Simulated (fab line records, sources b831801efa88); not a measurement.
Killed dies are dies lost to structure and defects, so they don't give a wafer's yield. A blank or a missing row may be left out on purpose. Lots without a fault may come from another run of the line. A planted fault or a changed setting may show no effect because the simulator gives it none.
Chamber matching | flow sky130 | SKY_FIELD_ISO_CMP_27 on cmp-01: 4 sister chambers
The step polishes, stops on Si3N4, t overpolish 16 s, target thk 457.8 nm. 20 wafers are shown with their chamber, then 10 later ones without.

WAFERS WITH THEIR CHAMBER
wafer  | chamber | motor_current_A (A) | time_to_endpoint_s (s) | overpolish_run_s (s)
L691.2 | 3       | 13.1                | 109                    | 16.000
L691.3 | 2       | 12.0                | 115                    | 15.996
L691.5 | 2       | 10.7                | 113                    | 15.985
L692.1 | 0       | 14.0                | 114                    | 15.993
L692.2 | 3       | 13.2                | 111                    | 16.010
L692.6 | 1       | 12.4                | 116                    | 16.005
L695.1 | 3       | 12.6                | 112                    | 15.995
L695.3 | 0       | 14.7                | 111                    | 16.005
L695.4 | 1       | 12.8                | 120                    | 15.998
L696.3 | 2       | 11.5                | 111                    | 16.007
L696.4 | 1       | 12.1                | 114                    | 15.993
L696.5 | 3       | 12.8                | 114                    | 15.998
L697.1 | 2       | 11.9                | 112                    | 16.000
L697.4 | 1       | 13.0                | 113                    | 16.012
L697.6 | 2       | 11.9                | 108                    | 15.997
L700.1 | 0       | 13.7                | 108                    | 15.989
L700.2 | 3       | 12.5                | 108                    | 15.985
L700.5 | 1       | 12.3                | 111                    | 16.001
L701.2 | 2       | 12.0                | 103                    | 15.995
L701.4 | 1       | 12.4                | 108                    | 16.009

SIGNATURES (means of the wafers above)
reading            | chamber 0 | chamber 1 | chamber 2 | chamber 3 | scatter within a chamber
motor_current_A    | 14.133    | 12.500    | 11.667    | 12.840    | 0.415
time_to_endpoint_s | 111.00    | 113.67    | 110.33    | 110.80    | 3.69
overpolish_run_s   | 15.99567  | 16.00300  | 15.99667  | 15.99760  | 0.00779
Rule: a wafer's distance from a chamber is the root of the sum, over the readings, of the square of ((its reading less the chamber's mean) divided by the reading's scatter). The wafer belongs to the nearest chamber; if the next one is less than 2 further off, it can't be placed. The scatter: the root of (the sum of the squares of (reading less its chamber's mean) over the shown wafers, divided by (wafers less chambers)).

WAFERS WITHOUT THEIR CHAMBER
wafer  | motor_current_A (A) | time_to_endpoint_s (s) | overpolish_run_s (s)
L701.6 | 11.4                | 107                    | 15.995
L708.4 | 13.8                | 108                    | 15.989
L708.5 | 12.5                | 114                    | 16.002
L708.6 | 11.3                | 107                    | 16.020
L710.4 | 14.0                | 113                    | 16.003
L710.5 | 13.1                | 110                    | 15.982
L710.6 | 12.3                | 114                    | 16.000
L712.2 | 11.1                | 116                    | 15.995
L712.3 | 14.1                | 116                    | 15.990
L712.4 | 12.5                | 110                    | 16.027

WHICH CHAMBER EACH WENT THROUGH
wafer  | from the rows above               | in truth
L701.6 | 2                                 | 2
L708.4 | can't be placed: 0 or 3           | 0
L708.5 | can't be placed: 1 or 3           | 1
L708.6 | can't be placed: 2 or 1 or 3      | 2
L710.4 | can't be placed: 0 or 3           | 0
L710.5 | can't be placed: 3 or 0 or 1 or 2 | 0
L710.6 | can't be placed: 1 or 3 or 2      | 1
L712.2 | can't be placed: 2 or 1           | 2
L712.3 | can't be placed: 0 or 3           | 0
L712.4 | can't be placed: 1 or 3 or 2      | 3
Placed correctly: 1 of 10. Can't be placed from these rows: 9 (the true chamber is among the candidates in 9). Placed wrongly: 0.
